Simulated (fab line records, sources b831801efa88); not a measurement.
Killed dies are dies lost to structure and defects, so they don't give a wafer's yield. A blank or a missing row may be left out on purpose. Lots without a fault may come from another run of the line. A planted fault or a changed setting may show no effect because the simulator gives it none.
fab line records | flow sky130
record lots=6 wafers=18 last_day=50
route steps=708 shown GATE_OXIDE@191 POLY_GATE@204 PAD_OPEN@708
lots that met no fault: from a run of the same line without faults
start_h: hours from the record's first day to the start of the lot's first wafer shown | wait_h: hours since the lot's step before | " the same as in the row above | L1.1+2: a row that stands for several wafers | - no value, or no start given | * or withheld: withheld | < > ~ a bound
route shown NAME@n: a module of which the file shows steps, and the number in the route of the first | usual: mean/standard deviation of fault-free wafers | same: alike in all rows | chamber/n: place in a boat | sites: the reading at each site | _std_site: their standard deviation | _edge_site: outer sites' mean less inner sites' | radius_mm: how far each site lies from the wafer's centre | mask NAME#n: copy n | behind: the tool/chamber that last shaped the wafer | hold: why the lot was held/for how many hours/how that ended | device: the transistor (n, p or np) that didn't switch | end of line: the same wafers' tests at the end of the route | a step without rows: its recipe alone | killed: dies lost to structure and defects at the first sort, not the wafer's yield | map: a wafer's dies, x killed, . not, _ none there
set.NAME: the setting as run; set.NAME@STEP: as run at that earlier step | model.NAME: the simulator's own value behind a step, which no gauge read
lots at some steps of the route; a table a step, a row a wafer
services: from which hour (start_h, from the record's first day; less than 0 if before it) a tool's chamber was out of use, for how many hours, and why
## steps
# step SKY_GATE_OXIDE_HMDS_04
# recipe prime_time_s=60 prime_temp_c=120
# step SKY_GATE_OXIDE_COAT_05
# recipe resist=NOVOLAK spin_rpm=3000 resist_thk_nm=1140
# step SKY_GATE_OXIDE_SOFTBAKE_06
# recipe temp_c=90 time_s=60 resist=NOVOLAK
# step SKY_GATE_OXIDE_EXPOSE_07
# recipe mask_id=LVOM na=0.6 source_shape=conventional sigma_outer=0.6 polarization=unpolarized target_cd_nm=600 dose_mj=170
# step SKY_GATE_OXIDE_PEB_08
# recipe temp_c=withheld time_s=* resist=NOVOLAK
# step SKY_GATE_OXIDE_DEVELOP_09
# recipe resist=NOVOLAK developer=TMAH develop_time_s=60 dev_temp_c=23
# step SKY_GATE_OXIDE_OVL_MEAS_10
# usual GATE_OXIDE_OVL=-0.5/1.3
# columns lot.wafer tool chamber start_h wait_h GATE_OXIDE_OVL[nm]
L189.2 overlay-01 - 315.16 0.1 -0.3
L189.3 " - " " -2.0
L189.5 " - " " 0.8
L198.2 overlay-02 - 398.82 0.1 -1.6
L198.5 " - " " -0.3
L198.6 " - " " -0.1
L199.1 overlay-02 - 402.61 0.1 -0.8
L199.4 " - " " 0.0
L199.5 " - " " -0.7
L207.2 overlay-01 - 469.71 0.1 -3.2
L207.4 " - " " -1.6
L207.6 " - " " -3.9
L209.1 overlay-02 - 487.56 0.1 0.0
L209.4 " - " " 0.2
L209.5 " - " " 0.3
L210.4 overlay-01 - 492.23 0.1 -2.7
L210.5 " - " " -2.0
L210.6 " - " " -0.7
# step SKY_GATE_OXIDE_IMPLANT_11
# recipe species=B energy_kev=10 dose_cm2=2.6e+12 tilt_deg=withheld
# step SKY_GATE_OXIDE_WET_ETCH_12
# recipe chemistry=dHF target_depth_nm=16.8 dry=n2_spin target=SiO2 dilution=100:1 temp_c=25 time_s=336
# step SKY_GATE_OXIDE_STRIP_13
# recipe chemistry=O2/N2 power_w=1400 pressure_mtorr=1500 platen_temp_c=withheld o2_flow_sccm=3000 n2_flow_sccm=300 overash_fraction=0.5
# usual drypump_motor_current_A=5.8/0.34 oes_product_au=0.716/0.0045 strip_time_to_endpoint_s=14.18/0.045
# columns lot.wafer tool chamber start_h wait_h drypump_motor_current_A oes_product_au rf_hours_counter_h strip_time_to_endpoint_s
L189.2 plasma_asher-01 0 315.44 0.0 6.3 0.713 49 14.20
L189.3 " 1 " " 5.5 0.720 - 14.16
L189.5 " 0 " " 6.4 0.710 - 14.18
L198.2 plasma_asher-02 0 399.12 0.0 5.6 0.716 27 14.10
L198.5 " 0 " " 5.6 0.718 - 14.10
L198.6 " 1 " " 5.5 0.719 - 14.11
L199.1 plasma_asher-04 0 402.90 0.0 5.6 0.725 70 14.16
L199.4 " 0 " " 5.6 0.717 - 14.15
L199.5 " 0 " " 5.6 0.719 - 14.16
L207.2 plasma_asher-01 0 470.00 0.0 6.4 0.711 64 14.17
L207.4 " 0 " " 6.4 0.717 - 14.23
L207.6 " 1 " " 5.5 0.715 - 14.23
L209.1 plasma_asher-02 1 487.85 0.0 5.4 0.703 35 14.23
L209.4 " 1 " " 5.4 0.712 - 14.20
L209.5 " 1 " " 5.5 0.711 - 14.20
L210.4 plasma_asher-01 1 492.53 0.0 5.6 0.720 - 14.20
L210.5 " 1 " " 5.5 0.715 - 14.17
L210.6 " 0 " " 6.3 0.724 - 14.23
# step SKY_GATE_OXIDE_TW_MEAS_14
# usual GATE_OXIDE_TW=223.9/1.5
# columns lot.wafer tool chamber start_h wait_h GATE_OXIDE_TW
L189.2 film_metro-01 - 315.55 0.1 224.1
L189.3 " - " " 223.5
L189.5 " - " " 223.7
L198.2 film_metro-02 - 399.23 0.1 223.1
L198.5 " - " " 224.8
L198.6 " - " " 223.4
L199.1 film_metro-03 - 403.00 0.1 226.9
L199.4 " - " " 225.0
L199.5 " - " " 225.7
L207.2 film_metro-03 - 470.11 0.1 226.0
L207.4 " - " " 225.9
L207.6 " - " " 226.1
L209.1 film_metro-02 - 487.95 0.1 222.6
L209.4 " - " " 222.2
L209.5 " - " " 221.9
L210.4 film_metro-02 - 492.63 0.1 222.5
L210.5 " - " " 222.7
L210.6 " - " " 222.3
# step SKY_GATE_OXIDE_CLEAN_15
# recipe chemistry=SC1/SC2 mix=1:4:20 temp_c=70 time_s=150 dry=n2_spin
# step SKY_GATE_OXIDE_OXIDATION_16
# recipe temp_c=800 ambient=O2 idle_temp_c=700 ramp_up_c_per_min=10 ramp_down_c_per_min=3 stabilise_s=600 purge_s=300 target_thk_a=35.7 ox_time_s=1915
# usual spike_tc_bottom_C=820.1/2 spike_tc_centre_C=799.1/0.91 spike_tc_lower_C=798.9/1 spike_tc_top_C=816.5/2.8 spike_tc_upper_C=800.7/1.6 tube_center_temp_C=800/0.067 tube_center_temp_C_max=802.1/0.35 zone_power_bottom_pct=24.0/0.34 zone_power_lower_pct=17.05/0.2
# columns lot.wafer tool chamber start_h wait_h spike_tc_bottom_C spike_tc_centre_C spike_tc_lower_C spike_tc_top_C spike_tc_upper_C tube_center_temp_C tube_center_temp_C_max zone_power_bottom_pct zone_power_lower_pct model.SiO2_of_GATE_OXIDE_OXIDATION_01.thk_nm
L189.2 furnace-02 0 316.21 0.5 821.3 798.6 798.5 814.0 803.1 800.02 802.1 23.8 16.97 11.87
L189.3 " 0 " " 821.5 800.2 799.4 815.3 801.9 799.85 802.0 23.9 16.86 11.92
L189.5 " 0 " " 821.4 799.6 799.4 813.1 801.4 800.04 801.9 23.7 17.37 11.65
L198.2 furnace-01 0 400.51 1.2 839.0 820.7 819.6 838.9 819.7 820.42 822.3 26.0 17.99 12.32
L198.5 " 0 " " 838.9 819.0 819.5 838.9 819.2 820.41 823.3 25.8 17.85 12.2
L198.6 " 0 " " 837.5 819.1 818.5 840.8 820.3 820.46 822.7 25.3 17.99 12.31
L199.1 furnace-01 0 404.94 1.8 839.6 818.1 819.0 839.4 819.0 820.34 822.4 25.2 18.02 12.58
L199.4 " 0 " " 840.9 820.6 819.2 840.9 819.2 820.3 822.0 25.5 18.32 12.51
L199.5 " 0 " " 837.8 819.9 818.8 839.8 819.7 820.51 822.4 25.8 18.33 12.61
L207.2 furnace-02 0 471.04 0.8 821.1 800.0 798.7 813.2 802.7 799.93 801.9 24.0 16.72 11.04
L207.4 " 0 " " 823.5 799.0 800.1 812.9 800.4 799.95 802.4 23.5 16.94 11.18
L207.6 " 0 " " 823.2 799.5 799.2 814.3 805.7 799.97 802.9 23.9 16.85 11.21
L209.1 furnace-02 0 488.59 0.5 820.2 801.0 799.3 815.0 800.4 799.96 801.9 23.8 16.99 11.44
L209.4 " 0 " " 822.0 798.4 800.2 814.5 802.1 799.96 802.4 24.0 16.84 11.35
L209.5 " 0 " " 821.8 798.4 798.3 814.0 800.3 800.04 802.7 23.8 16.76 11.56
L210.4 furnace-01 0 493.09 0.4 818.9 800.5 798.4 818.5 800.3 799.94 801.6 24.5 17.15 11.52
L210.5 " 0 " " 817.8 799.5 797.3 819.8 799.4 799.92 802.0 23.7 17.52 11.32
L210.6 " 0 " " 816.7 797.0 799.2 818.9 800.2 800.04 801.9 24.6 17.45 11.37
# step SKY_POLY_GATE_CVD_00
# recipe material=poly-Si target_thk_nm=180 temp_c=620 time_s=720 pressure_mtorr=200
# step SKY_PAD_OPEN_PROBE_99
# usual killed_at_M0_to_M3=43/7.9 killed_at_M4_up=2.9/1.8 killed_at_contacts=24/5.5 killed_at_front_end=15/4.2 killed_at_other=0.2/0.46 killed_dies=86/11 killed_open=47/8.1 killed_short=39/6.4
# same gross_dies=492 killed_at_back_side=0
# columns lot.wafer tool chamber start_h wait_h hold killed_at_M0_to_M3 killed_at_M4_up killed_at_contacts killed_at_front_end killed_at_other killed_dies killed_open killed_short model.etest.pfet_01v8.r_on_ohm_um model.etest.tip_sonos.rs_ohm_sq model.etest.pfet_g5v0d10v5.r_on_ohm_um model.etest.nfet_01v8.r_on_ohm_um model.etest.nfet_01v8_lvt.drive_ua_um model.etest.nfet_01v8.drive_ua_um model.etest.nfet_01v8_swapped.drive_ua_um model.etest.nfet_01v8_turned.drive_ua_um
L189.2 prober-02 - 1089.05 0.1 - 46 4 28 14 0 92 58 34 2960 2718 4894 845.8 571 497.9 498.2 497
L189.3 prober-02 - 1089.10 0.2 - 36 0 32 17 0 85 53 32 2954 2736 4851 851.7 567.1 492.5 493.3 495.3
L189.5 prober-02 - 1089.20 0.2 - 54 6 20 11 0 91 42 48 2879 2642 4761 823.2 572.9 502.6 501.1 504.8
L198.2 prober-01 - 1149.38 0.1 await_dispo/1.6h/release 37 9 31 24 0 101 49 52 3041 2879 4880 937.3 487.4 421.9 420.7 419.6
L198.5 prober-01 - 1149.53 0.2 await_dispo/1.6h/release 38 2 26 9 0 75 30 45 3059 2868 4915 972.1 476.2 407.3 405.5 403.5
L198.6 prober-01 - 1149.58 0.2 await_dispo/1.6h/release 44 5 22 11 0 82 40 42 3011 2865 4864 945.7 487 415 416.4 418.5
L199.1 prober-02 - 1149.68 0.1 await_dispo/4.0h/release 38 4 18 19 1 80 51 29 3228 2912 5038 958.8 477.9 413.7 408.8 410.4
L199.4 prober-02 - 1149.83 0.2 await_dispo/4.0h/release 43 0 23 12 1 79 42 37 3118 2889 4986 968.1 470 408 405.4 403.9
L199.5 prober-02 - 1149.88 0.2 await_dispo/4.0h/release 46 2 23 15 1 87 46 41 3180 2953 5035 967.3 475.7 408.5 408.2 405.6
L207.2 prober-02 - 1185.13 0.1 - 42 2 30 25 1 100 51 49 2881 2585 4716 805.7 604.9 530.5 535 527.5
L207.4 prober-02 - 1185.23 0.2 - 50 4 24 20 0 98 50 48 2904 2597 4740 832 585 511.3 516.7 515.2
L207.6 prober-02 - 1185.33 0.2 - 35 2 24 7 0 68 33 35 2874 2586 4749 813.5 592.9 513.6 519.8 519.4
L209.1 prober-02 - 1195.03 0.1 - 32 6 24 14 0 76 43 33 2857 2578 4790 843.3 571.2 499.3 495.3 496.9
L209.4 prober-02 - 1195.18 0.2 - 36 6 26 18 0 86 60 26 2870 2551 4729 827.4 573.3 502.6 503 507.1
L209.5 prober-02 - 1195.23 0.2 - 33 3 25 29 0 90 57 33 2869 2602 4790 833 566.9 496 498.8 496.8
L210.4 prober-01 - 1197.03 0.2 - 54 3 19 18 1 95 58 37 2930 2727 4740 835.2 569 488.5 492 493.7
L210.5 prober-01 - 1197.08 0.2 - 49 2 20 18 0 89 51 38 2936 2644 4674 839.2 567.8 486.6 489.6 489.1
L210.6 prober-01 - 1197.13 0.2 - 42 5 18 19 1 85 50 35 2968 2679 4716 847 554 486.1 480.7 481.4
# killed by level:class
L189.2 VIA1:geometric_particle:open=18 CONTACT:geometric_particle:open=11 VIA3:geometric_particle:open=8 CONTACT:geometric_particle:short=7 LI_CONTACT:geometric_particle:open=6 VIA3:geometric_particle:short=5 FIELD_ISO:geometric_particle:short=4 FIELD_ISO:geometric_particle:open=4
L189.3 CONTACT:geometric_particle:open=13 VIA1:geometric_particle:open=12 LI_CONTACT:geometric_particle:open=7 POLY_GATE:geometric_particle:open=6 CONTACT:geometric_particle:short=6 VIA3:geometric_particle:open=6 SPACER:geometric_particle:short=4 METAL2:geometric_particle:short=4
L189.5 METAL1:geometric_particle:short=9 METAL2:geometric_particle:short=9 CONTACT:geometric_particle:open=8 VIA1:geometric_particle:open=8 VIA3:geometric_particle:open=7 CONTACT:geometric_particle:short=6 POLY_GATE:geometric_particle:open=5 VIA3:geometric_particle:short=5
L198.2 CONTACT:geometric_particle:open=9 CONTACT:geometric_particle:short=9 POLY_GATE:geometric_particle:open=8 VIA1:geometric_particle:open=8 METAL4:geometric_particle:short=8 VIA2:geometric_particle:open=7 FIELD_ISO:geometric_particle:open=6 LOCAL_INTERCONNECT:geometric_particle:short=5
L198.5 CONTACT:geometric_particle:open=9 VIA1:geometric_particle:short=9 METAL2:geometric_particle:short=7 CONTACT:geometric_particle:short=6 VIA1:geometric_particle:open=6 LI_CONTACT:geometric_particle:open=5 LOCAL_INTERCONNECT:geometric_particle:short=5 METAL3:geometric_particle:short=5
L198.6 VIA1:geometric_particle:open=12 LI_CONTACT:geometric_particle:open=8 VIA1:geometric_particle:short=8 CONTACT:geometric_particle:open=6 METAL2:geometric_particle:short=6 FIELD_ISO:geometric_particle:short=4 CONTACT:geometric_particle:short=4 METAL1:geometric_particle:short=4
L199.1 VIA3:geometric_particle:open=10 CONTACT:geometric_particle:open=8 VIA1:geometric_particle:open=8 FIELD_ISO:geometric_particle:open=6 VIA2:geometric_particle:open=6 LI_CONTACT:geometric_particle:open=4 METAL1:geometric_particle:short=4 VIA1:geometric_particle:short=4
L199.4 VIA1:geometric_particle:open=8 CONTACT:geometric_particle:open=8 VIA3:geometric_particle:open=6 METAL2:geometric_particle:short=6 VIA2:geometric_particle:open=6 VIA1:geometric_particle:short=5 FIELD_ISO:geometric_particle:open=4 LI_CONTACT:geometric_particle:open=4
L199.5 VIA2:geometric_particle:open=9 VIA3:geometric_particle:open=8 VIA1:geometric_particle:open=7 CONTACT:geometric_particle:open=6 CONTACT:geometric_particle:short=5 VIA1:geometric_particle:short=5 LI_CONTACT:geometric_particle:open=4 LOCAL_INTERCONNECT:geometric_particle:short=4
L207.2 VIA1:geometric_particle:open=11 CONTACT:geometric_particle:open=9 FIELD_ISO:geometric_particle:open=7 VIA1:geometric_particle:short=7 METAL3:geometric_particle:short=7 FIELD_ISO:geometric_particle:short=6 LI_CONTACT:geometric_particle:open=6 LOCAL_INTERCONNECT:geometric_particle:short=6
L207.4 FIELD_ISO:geometric_particle:open=9 VIA1:geometric_particle:open=8 CONTACT:geometric_particle:short=7 VIA2:geometric_particle:open=7 VIA3:geometric_particle:open=7 VIA2:geometric_particle:short=6 LI_CONTACT:geometric_particle:open=5 METAL3:geometric_particle:short=5
L207.6 VIA1:geometric_particle:open=11 CONTACT:geometric_particle:open=7 METAL1:geometric_particle:short=6 METAL2:geometric_particle:short=5 LI_CONTACT:geometric_particle:short=5 VIA2:geometric_particle:open=5 FIELD_ISO:geometric_particle:short=4 CONTACT:geometric_particle:short=4
L209.1 VIA1:geometric_particle:open=11 LI_CONTACT:geometric_particle:open=9 METAL1:geometric_particle:short=7 CONTACT:geometric_particle:open=5 LI_CONTACT:geometric_particle:short=5 METAL4:geometric_particle:short=4 FIELD_ISO:geometric_particle:short=3 POLY_GATE:geometric_particle:open=3
L209.4 CONTACT:geometric_particle:open=11 VIA1:geometric_particle:open=11 LI_CONTACT:geometric_particle:open=7 VIA2:geometric_particle:open=6 VIA3:geometric_particle:open=6 FIELD_ISO:geometric_particle:open=4 SPACER:geometric_particle:open=4 LOCAL_INTERCONNECT:geometric_particle:short=4
L209.5 LI_CONTACT:geometric_particle:open=10 CONTACT:geometric_particle:open=9 POLY_GATE:geometric_particle:open=7 VIA2:geometric_particle:open=6 VIA3:geometric_particle:open=6 FIELD_ISO:geometric_particle:short=5 POLY_GATE:geometric_particle:short=5 VIA1:geometric_particle:open=5
L210.4 VIA2:geometric_particle:open=12 VIA1:geometric_particle:open=10 VIA3:geometric_particle:open=9 LI_CONTACT:geometric_particle:open=8 FIELD_ISO:geometric_particle:short=6 POLY_GATE:geometric_particle:open=6 VIA1:geometric_particle:short=6 CONTACT:geometric_particle:open=5
L210.5 VIA1:geometric_particle:open=12 LI_CONTACT:geometric_particle:open=11 VIA2:geometric_particle:open=10 VIA3:geometric_particle:open=8 POLY_GATE:geometric_particle:short=6 VIA1:geometric_particle:short=5 METAL2:geometric_particle:short=5 POLY_GATE:geometric_particle:open=4
L210.6 VIA1:geometric_particle:open=12 CONTACT:geometric_particle:open=7 METAL2:geometric_particle:short=7 VIA2:geometric_particle:open=6 POLY_GATE:geometric_particle:open=5 POLY_GATE:geometric_particle:short=5 LI_CONTACT:geometric_particle:open=5 VIA3:geometric_particle:open=4
# map L198.2 (x killed, . not)
__________.......x.._________
________....x...x.x..._______
______..x....x.x...xx.x._____
_____....xx.............x____
____..........x..x....x...___
___....................x.x.__
__...x.....x...x.......xx.xx_
_.x........x.....xx..x.......
_...x.x......xxxxx...x...x.x.
_.x.x..xx..x.x........xx...x.
_........xx....x..x.x..xxx...
_....................xxx.....
_...........x.....xxx.xxx....
_.......x.x..x.....xx.....x..
_.x..x.....x.......x.x..x....
__.....x...........x...x.x.x_
___.......x......x...x..x..__
____..............x..x..x.___
_____....x..x.....xxx....____
______............x...x._____
________.......x.....x_______
__________.....x...._________
# map L199.5 (x killed, . not)
__________.....x..x._________
________...........x.x_______
______.........x........_____
_____........x......x..x.____
____...x...x......x.....x.___
___.............x.x.xx...x.__
__.........x.....x..x......._
_..x.x...........x..x....x...
_..xx......x..x..x......x...x
_......x............x.x......
_.....x..........x.........x.
_.......x...x....x..x......x.
_.x.....x.xxx..x..xx....xx...
_.........x.........xx....x..
_.....x.xx.......x....x.....x
__..........x....x..x..x...._
___......x.............x.x.__
____.x.x.x....x...x.......___
_____x....x.....xxx..x...____
______............xx...._____
________.x.........xx._______
__________..x......._________
## services
# columns tool chamber start_h hours kind
plasma_asher-01 - 325.58 2.8 pm
furnace-02 - 326.05 8.2 pm
furnace-01 - 346.64 3.9 pm
plasma_asher-04 - 372.60 2.8 repair
furnace-02 - 388.97 4.1 pm
plasma_asher-02 - 416.58 8.6 repair
plasma_asher-04 - 417.02 1.9 repair
plasma_asher-04 - 421.25 9.0 pm
plasma_asher-04 0 421.25 9.0 vent_cycle
plasma_asher-04 1 421.25 9.0 vent_cycle
plasma_asher-04 0 430.25 - clean
plasma_asher-04 1 430.25 - clean
plasma_asher-01 - 442.85 4.3 pm
furnace-02 - 485.47 3.1 pm
## key
first_sign step=SKY_GATE_OXIDE_OXIDATION_16 reading=tube_center_temp_C direction=up sigmas=99+ usual=* struck=*
effect step=SKY_GATE_OXIDE_OXIDATION_16 reading=tube_center_temp_C_max direction=up sigmas=59 usual=* struck=*
effect step=SKY_PAD_OPEN_PROBE_99 reading=hold direction=added
model_effect step=SKY_GATE_OXIDE_OXIDATION_16 value=SiO2_of_GATE_OXIDE_OXIDATION_01.thk_nm without=11.7 struck=12.42
model_effect step=SKY_PAD_OPEN_PROBE_99 value=etest.pfet_01v8.r_on_ohm_um without=2876 struck=3106
met_at SKY_GATE_OXIDE_OXIDATION_16
struck_wafers L198.2,L198.5,L198.6,L199.1,L199.4,L199.5
tester_left_out L198,L199
fault kind=process_parameter_drift tool=furnace-01 chamber=- onset_h=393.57 steps=SKY_GATE_OXIDE_OXIDATION_16 channel=temp_c offset=* shape=step end_h=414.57 acts_in=* stated=*
# tester_left_out: of these lots the tester's yield and bins aren't shown, on N5 and GAA mostly nor the transistor test; their killed dies are dies lost to structure and defects alone, not to doping, threshold or leakage, so they don't give the yield
